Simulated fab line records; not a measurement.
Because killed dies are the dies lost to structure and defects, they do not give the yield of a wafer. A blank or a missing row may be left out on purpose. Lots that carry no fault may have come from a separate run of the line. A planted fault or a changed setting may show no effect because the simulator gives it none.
What tool caused it? | flow gf180mcu | Sampling: 13 lots, 39 wafers, 6 of 602 route steps

WHAT THE GAUGES READ, wafer by wafer
GF_VT_IMPLANT_OVL_MEAS_18.
lot  | measured     | on         | VT_IMPLANT_01_OVL (nm)
L640 | day 6 06:33  | overlay-01 | -1.0 1.1 0.8
L645 | day 7 12:38  | overlay-02 | -1.0 -1.9 -0.7
L647 | day 8 03:35  | overlay-02 | 1.1 0.5 0.8
L648 | day 8 07:33  | overlay-02 | 0.0 1.2 1.0
L649 | day 8 15:18  | overlay-02 | 2.5 2.2 1.6
L650 | day 9 00:29  | overlay-02 | 1.3 0.7 -0.8
L652 | day 9 11:35  | overlay-02 | 0.5 1.4 2.2
L655 | day 10 04:48 | overlay-01 | 1.9 1.0 1.8
L657 | day 10 17:33 | overlay-02 | -1.9 -0.7 -1.0
L658 | day 10 22:48 | overlay-01 | 2.0 1.1 2.4
L660 | day 11 14:49 | overlay-02 | 1.8 2.1 2.0
L661 | day 11 18:14 | overlay-02 | 1.8 1.7 1.7
L663 | day 12 05:53 | overlay-02 | 1.9 2.1 2.1

GF_HV_LDD_TW_MEAS_38.
lot  | measured     | on           | HV_LDD_3_TW
L640 | day 11 15:24 | filmMetro-03 | 1419 1421 1419
L645 | day 13 04:59 | filmMetro-02 | 1439 1438 1437
L647 | day 13 20:28 | filmMetro-04 | 1427 1429 1427
L648 | day 14 02:37 | filmMetro-04 | 1433 1429 1434
L649 | day 14 12:07 | filmMetro-03 | 1428 1425 1427
L650 | day 15 00:01 | filmMetro-04 | 1325 1327 1331
L652 | day 15 15:55 | filmMetro-02 | 1425 1441 1435
L655 | day 16 08:47 | filmMetro-02 | 1326 1320 1317
L657 | day 17 02:19 | filmMetro-03 | 1409 1414 1409
L658 | day 17 08:16 | filmMetro-04 | 1430 1425 1424
L660 | day 18 04:23 | filmMetro-02 | 1428 1433 1429
L661 | day 18 12:04 | filmMetro-03 | 1412 1419 1413
L663 | day 18 23:21 | filmMetro-04 | 1426 1430 1438

GF_HV_LDD_RS_MEAS_53: the measuring method here is four-point-probe.
lot  | measured     | on           | HV_LDD_RS (ohm/sq)
L640 | day 12 11:02 | filmMetro-04 | 418.1 417.4 418.0
L645 | day 14 02:04 | filmMetro-03 | 420.2 419.1 418.7
L647 | day 14 17:11 | filmMetro-03 | 418.7 418.1 418.6
L648 | day 15 00:14 | filmMetro-04 | 418.4 417.6 418.0
L649 | day 15 10:05 | filmMetro-03 | 418.0 417.6 418.8
L650 | day 15 22:27 | filmMetro-04 | 434.6 434.4 435.3
L652 | day 16 14:19 | filmMetro-03 | 419.0 419.7 419.2
L655 | day 17 07:22 | filmMetro-02 | 438.1 438.5 438.8
L657 | day 18 01:55 | filmMetro-04 | 417.7 418.0 418.1
L658 | day 18 08:32 | filmMetro-03 | 418.8 418.0 419.3
L660 | day 19 04:47 | filmMetro-04 | 417.6 418.1 417.4
L661 | day 19 12:45 | filmMetro-03 | 419.1 420.3 420.0
L663 | day 19 23:52 | filmMetro-03 | 418.2 418.7 419.5

GF_SALICIDE_THK_MEAS_05: measures by xrf.
lot  | measured     | on           | SALICIDE_TIN_THK (nm)
L640 | day 15 04:32 | filmMetro-01 | 19.99 20.04 20.16
L645 | day 16 22:47 | filmMetro-04 | 20.95 20.75 20.87
L647 | day 17 16:15 | filmMetro-03 | 20.13 19.76 20.03
L648 | day 18 00:28 | filmMetro-01 | 20.18 20.41 20.58
L649 | day 18 11:30 | filmMetro-01 | 20.24 20.28 19.93
L650 | day 19 00:02 | filmMetro-03 | 20.45 20.12 20.61
L652 | day 19 18:45 | filmMetro-04 | 20.61 20.46 20.23
L655 | day 20 11:50 | filmMetro-03 | 20.03 20.08 20.19
L657 | day 21 06:56 | filmMetro-04 | 20.58 20.15 20.35
L658 | day 21 13:50 | filmMetro-03 | 19.97 20.12 19.94
L660 | day 22 09:31 | filmMetro-01 | 20.78 20.66 20.43
L661 | day 22 17:51 | filmMetro-03 | 20.44 20.07 20.35
L663 | day 23 03:06 | filmMetro-04 | 20.48 20.32 20.71

EACH LOT AND THE TOOL THAT RAN IT (in order: tool; ch and the chambers of the sampled wafers; start)
lot  | GF_HV_LDD_IMPLANT_34            | GF_PSD_RTA_13
L640 | implanter-01 ch 0, day 11 14:53 | rtpAnneal-02 ch 0, day 14 06:34
L645 | implanter-03 ch 0, day 13 04:28 | rtpAnneal-01 ch 0, day 15 23:20
L647 | implanter-04 ch 0, day 13 19:55 | rtpAnneal-02 ch 0, day 16 16:14
L648 | implanter-04 ch 0, day 14 02:05 | rtpAnneal-01 ch 0, day 17 00:05
L649 | implanter-03 ch 0, day 14 11:34 | rtpAnneal-02 ch 0, day 17 10:49
L650 | implanter-03 ch 0, day 14 23:29 | rtpAnneal-02 ch 0, day 17 23:18
L652 | implanter-01 ch 0, day 15 15:23 | rtpAnneal-01 ch 0, day 18 17:05
L655 | implanter-03 ch 0, day 16 08:14 | rtpAnneal-02 ch 0, day 19 10:16
L657 | implanter-04 ch 0, day 17 01:46 | rtpAnneal-01 ch 0, day 20 05:43
L658 | implanter-04 ch 0, day 17 07:43 | rtpAnneal-01 ch 0, day 20 12:52
L660 | implanter-04 ch 0, day 18 03:50 | rtpAnneal-02 ch 0, day 21 08:55
L661 | implanter-04 ch 0, day 18 11:31 | rtpAnneal-02 ch 0, day 21 17:35
L663 | implanter-04 ch 0, day 18 22:48 | rtpAnneal-02 ch 0, day 22 03:11
- GF_HV_LDD_IMPLANT_34
- GF_PSD_RTA_13: time 20 s.

AS READ BY THE TOOLS THEMSELVES (means over the sampled wafers that have a number; for cases with no such wafer, the mark the record gives instead)
GF_HV_LDD_IMPLANT_34.
lot  | tool         | doseIonsCm2 | faradayCurrentUA
L640 | implanter-01 | 7.5e+12     | 42.7
L645 | implanter-03 | 7.5e+12     | 42.2
L647 | implanter-04 | 7.5e+12     | 42.2
L648 | implanter-04 | 7.5e+12     | 42.2
L649 | implanter-03 | 7.5e+12     | 42.2
L650 | implanter-03 | 7.4e+11     | 4.2
L652 | implanter-01 | 7.5e+12     | 42.4
L655 | implanter-03 | 7.6e+11     | 4.2
L657 | implanter-04 | 7.5e+12     | 42.8
L658 | implanter-04 | 7.5e+12     | 42.0
L660 | implanter-04 | 7.5e+12     | 41.5
L661 | implanter-04 | 7.5e+12     | 42.0
L663 | implanter-04 | 7.5e+12     | 42.0

GF_PSD_RTA_13.
lot  | tool         | lampPowerPct (%) | wafer_temp_C_max
L640 | rtpAnneal-02 | 36.45            | 1029.0
L645 | rtpAnneal-01 | 36.97            | 1029.2
L647 | rtpAnneal-02 | 36.44            | 1028.8
L648 | rtpAnneal-01 | 36.95            | 1030.1
L649 | rtpAnneal-02 | 36.43            | 1029.8
L650 | rtpAnneal-02 | 36.42            | 1029.6
L652 | rtpAnneal-01 | 36.97            | 1028.6
L655 | rtpAnneal-02 | 36.44            | 1029.2
L657 | rtpAnneal-01 | 36.94            | 1028.8
L658 | rtpAnneal-01 | 36.95            | 1029.6
L660 | rtpAnneal-02 | 36.46            | 1030.1
L661 | rtpAnneal-02 | 36.44            | 1029.7
L663 | rtpAnneal-02 | 36.43            | 1028.2

THE ANSWER, worked out from the rows above alone
Rule: usual is defined by the lots themselves. Put in order of their means at a reading, lots are off if they are a third of the lots or fewer, leave a main group of 4 or more, and stand apart from it by a gap of 3 or more times the standard deviation of the main group's means; of several such gaps the widest counts. A main group is skipped when, at the precision printed for the reading in the tables above, its means are all equal. A lot without any number at a reading at which 4 lots or more have one is off too. All remaining lots with rows at the step are treated as sound. First the gauges in route order, then the tools' own readings, where a lot's mean is used as printed above. At the first step where some lot is off, the reading lying furthest off is the one used; lots without a number count as furthest.
Off: L650, L655, at GF_HV_LDD_TW_MEAS_38 (HV_LDD_3_TW). For the main group the mean is 1426 and the standard deviation 7.9.
A tool fits if, at a process step before that reading, it ran every lot that is off, and no sound lot after the first of them. Not tried: the gauges at GF_HV_LDD_TW_MEAS_38; whatever is off there is also off at GF_HV_LDD_IMPLANT_34, on other tools, and gauge error can't account for it. One fits: GF_HV_LDD_IMPLANT_34 on implanter-03. A fault onset in the window from L649 (day 14 11:34, its last sound lot) to L650 (day 14 23:29, its first lot off) fits.
The tool's own readings at GF_HV_LDD_IMPLANT_34 bear it out: on the lots that are off they differ by more than 5 times the standard deviation of the sound lots' means. doseIonsCm2 reads 7.5e+11 there against 7.5e+12 on the sound lots; faradayCurrentUA reads 4.2 there against 42.2 on the sound lots.

WHAT THE SIMULATOR HAD INSERTED
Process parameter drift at GF_HV_LDD_IMPLANT_34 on implanter-03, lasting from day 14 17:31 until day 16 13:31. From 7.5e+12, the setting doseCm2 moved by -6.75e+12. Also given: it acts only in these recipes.
Struck lots among those shown: L650, L655. The rule above reached the same finding.
